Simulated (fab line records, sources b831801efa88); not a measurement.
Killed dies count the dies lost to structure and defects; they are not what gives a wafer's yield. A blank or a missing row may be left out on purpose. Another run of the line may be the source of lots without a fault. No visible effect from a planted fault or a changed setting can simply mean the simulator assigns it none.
Which of the tools did it? / flow gf180mcu / 12 lots with 36 wafers sampled at 4 steps, on a route of 602 steps

## WHAT EACH GAUGE READ, for each wafer
GF_MIM_THK_MEAS_06. Usual: MIM_CVD_05_THK 42.0 nm, standard deviation 0.53.
lot=L869; measured=day 24 10:04; on=film-metro-03; MIM_CVD_05_THK (nm)=41.8 41.9 41.9; flag=
lot=L870; measured=day 24 16:37; on=film-metro-03; MIM_CVD_05_THK (nm)=41.9 42.2 43.0; flag=
lot=L871; measured=day 25 03:16; on=film-metro-03; MIM_CVD_05_THK (nm)=42.2 41.9 42.2; flag=
lot=L872; measured=day 25 07:10; on=film-metro-02; MIM_CVD_05_THK (nm)=41.5 41.5 42.1; flag=
lot=L873; measured=day 25 21:05; on=film-metro-01; MIM_CVD_05_THK (nm)=41.3 42.4 41.3; flag=
lot=L874; measured=day 26 07:24; on=film-metro-01; MIM_CVD_05_THK (nm)=41.9 41.7 42.4; flag=
lot=L878; measured=day 27 12:54; on=film-metro-02; MIM_CVD_05_THK (nm)=42.0 42.4 42.6; flag=
lot=L884; measured=day 29 07:34; on=film-metro-01; MIM_CVD_05_THK (nm)=41.1 39.6 41.7 41.1 39.7 41.7; flag=
lot=L887; measured=day 30 07:43; on=film-metro-01; MIM_CVD_05_THK (nm)=38.9 41.5 42.4 38.9 41.4 42.4; flag=
lot=L888; measured=day 30 11:39; on=film-metro-03; MIM_CVD_05_THK (nm)=41.7 42.5 43.0; flag=
lot=L889; measured=day 30 18:35; on=film-metro-01; MIM_CVD_05_THK (nm)=42.5 42.3 42.5; flag=
lot=L892; measured=day 31 10:08; on=film-metro-02; MIM_CVD_05_THK (nm)=41.8 41.7 41.7; flag=

## TOOL THAT RAN EACH LOT (tool first, then ch and the chambers of the sampled wafers, then the start)
lot=L869; GF_MIM_SPUTTER_01=pvd-sputter-04, day 24 09:55; GF_MIM_SPUTTER_02=pvd-sputter-04, day 24 09:57; GF_MIM_CVD_05=pecvd-01 ch 0,1,2, day 24 10:02
lot=L870; GF_MIM_SPUTTER_01=pvd-sputter-01, day 24 16:28; GF_MIM_SPUTTER_02=pvd-sputter-01, day 24 16:30; GF_MIM_CVD_05=pecvd-01 ch 0,1,2, day 24 16:35
lot=L871; GF_MIM_SPUTTER_01=pvd-sputter-04, day 25 03:07; GF_MIM_SPUTTER_02=pvd-sputter-04, day 25 03:08; GF_MIM_CVD_05=pecvd-01 ch 0,2, day 25 03:14
lot=L872; GF_MIM_SPUTTER_01=pvd-sputter-04, day 25 07:01; GF_MIM_SPUTTER_02=pvd-sputter-04, day 25 07:03; GF_MIM_CVD_05=pecvd-01 ch 0,1,2, day 25 07:08
lot=L873; GF_MIM_SPUTTER_01=pvd-sputter-03, day 25 20:55; GF_MIM_SPUTTER_02=pvd-sputter-03, day 25 20:57; GF_MIM_CVD_05=pecvd-01 ch 0,1, day 25 21:02
lot=L874; GF_MIM_SPUTTER_01=pvd-sputter-03, day 26 07:15; GF_MIM_SPUTTER_02=pvd-sputter-03, day 26 07:17; GF_MIM_CVD_05=pecvd-01 ch 1,2, day 26 07:22
lot=L878; GF_MIM_SPUTTER_01=pvd-sputter-04, day 27 12:44; GF_MIM_SPUTTER_02=pvd-sputter-04, day 27 12:46; GF_MIM_CVD_05=pecvd-03 ch 0,2, day 27 12:51
lot=L884; GF_MIM_SPUTTER_01=pvd-sputter-01, day 29 07:23; GF_MIM_SPUTTER_02=pvd-sputter-01, day 29 07:26; GF_MIM_CVD_05=pecvd-01 ch 1,2, day 29 07:31
lot=L887; GF_MIM_SPUTTER_01=pvd-sputter-04, day 30 07:34; GF_MIM_SPUTTER_02=pvd-sputter-04, day 30 07:35; GF_MIM_CVD_05=pecvd-01 ch 0,1,2, day 30 07:41
lot=L888; GF_MIM_SPUTTER_01=pvd-sputter-03, day 30 11:29; GF_MIM_SPUTTER_02=pvd-sputter-03, day 30 11:31; GF_MIM_CVD_05=pecvd-03 ch 0,1,2, day 30 11:36
lot=L889; GF_MIM_SPUTTER_01=pvd-sputter-01, day 30 18:25; GF_MIM_SPUTTER_02=pvd-sputter-01, day 30 18:27; GF_MIM_CVD_05=pecvd-03 ch 0,1,2, day 30 18:32
lot=L892; GF_MIM_SPUTTER_01=pvd-sputter-03, day 31 09:59; GF_MIM_SPUTTER_02=pvd-sputter-03, day 31 10:01; GF_MIM_CVD_05=pecvd-02 ch 1,2, day 31 10:06
- GF_MIM_SPUTTER_01: material TiN, target thk 30 nm, time 25 s.
- GF_MIM_SPUTTER_02: material AlCu, target thk 450 nm, time 23.9 s.
- GF_MIM_CVD_05: deposits Si3N4, target thk 42 nm, time 29.086 s.

## AS READ BY THE TOOLS THEMSELVES (means over the sampled wafers that have a number; for cases with no such wafer, the mark the record gives instead)
GF_MIM_SPUTTER_01. Usual: throttle-valve-pct reads 29.7 % (standard deviation 0.63).
lot=L869; tool=pvd-sputter-04; throttle-valve-pct (%)=29.3; flag=
lot=L870; tool=pvd-sputter-01; throttle-valve-pct (%)=29.6; flag=
lot=L871; tool=pvd-sputter-04; throttle-valve-pct (%)=29.7; flag=
lot=L872; tool=pvd-sputter-04; throttle-valve-pct (%)=29.4; flag=
lot=L873; tool=pvd-sputter-03; throttle-valve-pct (%)=30.1; flag=
lot=L874; tool=pvd-sputter-03; throttle-valve-pct (%)=30.1; flag=
lot=L878; tool=pvd-sputter-04; throttle-valve-pct (%)=29.3; flag=
lot=L884; tool=pvd-sputter-01; throttle-valve-pct (%)=29.6; flag=
lot=L887; tool=pvd-sputter-04; throttle-valve-pct (%)=29.4; flag=
lot=L888; tool=pvd-sputter-03; throttle-valve-pct (%)=29.9; flag=
lot=L889; tool=pvd-sputter-01; throttle-valve-pct (%)=29.8; flag=
lot=L892; tool=pvd-sputter-03; throttle-valve-pct (%)=30.3; flag=

GF_MIM_SPUTTER_02. Usual: throttle-valve-pct reads 29.7 % (standard deviation 0.66).
lot=L869; tool=pvd-sputter-04; throttle-valve-pct (%)=29.4; flag=
lot=L870; tool=pvd-sputter-01; throttle-valve-pct (%)=29.6; flag=
lot=L871; tool=pvd-sputter-04; throttle-valve-pct (%)=29.8; flag=
lot=L872; tool=pvd-sputter-04; throttle-valve-pct (%)=29.4; flag=
lot=L873; tool=pvd-sputter-03; throttle-valve-pct (%)=30.2; flag=
lot=L874; tool=pvd-sputter-03; throttle-valve-pct (%)=30.1; flag=
lot=L878; tool=pvd-sputter-04; throttle-valve-pct (%)=29.3; flag=
lot=L884; tool=pvd-sputter-01; throttle-valve-pct (%)=29.7; flag=
lot=L887; tool=pvd-sputter-04; throttle-valve-pct (%)=29.3; flag=
lot=L888; tool=pvd-sputter-03; throttle-valve-pct (%)=29.8; flag=
lot=L889; tool=pvd-sputter-01; throttle-valve-pct (%)=29.9; flag=
lot=L892; tool=pvd-sputter-03; throttle-valve-pct (%)=30.4; flag=

GF_MIM_CVD_05. Usual: heater-power-w 698 W, standard deviation 73; run-length-s 56.8 s, standard deviation 0.63.
lot=L869; tool=pecvd-01; heater-power-w (W)=689; run-length-s (s)=57.0; flag=
lot=L870; tool=pecvd-01; heater-power-w (W)=698; run-length-s (s)=57.0; flag=
lot=L871; tool=pecvd-01; heater-power-w (W)=712; run-length-s (s)=56.7; flag=
lot=L872; tool=pecvd-01; heater-power-w (W)=717; run-length-s (s)=56.8; flag=
lot=L873; tool=pecvd-01; heater-power-w (W)=705; run-length-s (s)=56.8; flag=
lot=L874; tool=pecvd-01; heater-power-w (W)=695; run-length-s (s)=56.4; flag=
lot=L878; tool=pecvd-03; heater-power-w (W)=650; run-length-s (s)=56.6; flag=
lot=L884; tool=pecvd-01; heater-power-w (W)=684; run-length-s (s)=56.2; flag=
lot=L887; tool=pecvd-01; heater-power-w (W)=691; run-length-s (s)=56.2; flag=
lot=L888; tool=pecvd-03; heater-power-w (W)=674; run-length-s (s)=56.7; flag=
lot=L889; tool=pecvd-03; heater-power-w (W)=756; run-length-s (s)=56.8; flag=
lot=L892; tool=pecvd-02; heater-power-w (W)=702; run-length-s (s)=57.0; flag=

## THE ANSWER, worked out from the rows above alone
Rule: take the mean of a lot's wafers that have a number; if it is more than 3 standard deviations from the usual mean, the lot is off. A lot without any number at a reading at which 4 lots or more have one is off too. Any other lot the step has rows for is counted as sound. After the gauges, taken in route order, come the tools' own readings; for these a lot's mean is taken, as printed above. The first step at which some lot is off is used, and at that step the reading that is off furthest; a lot without a number counts as furthest.
Nothing can be told from this: no lot is off at any reading shown.

## WHAT HAD BEEN PUT IN BY THE SIMULATOR
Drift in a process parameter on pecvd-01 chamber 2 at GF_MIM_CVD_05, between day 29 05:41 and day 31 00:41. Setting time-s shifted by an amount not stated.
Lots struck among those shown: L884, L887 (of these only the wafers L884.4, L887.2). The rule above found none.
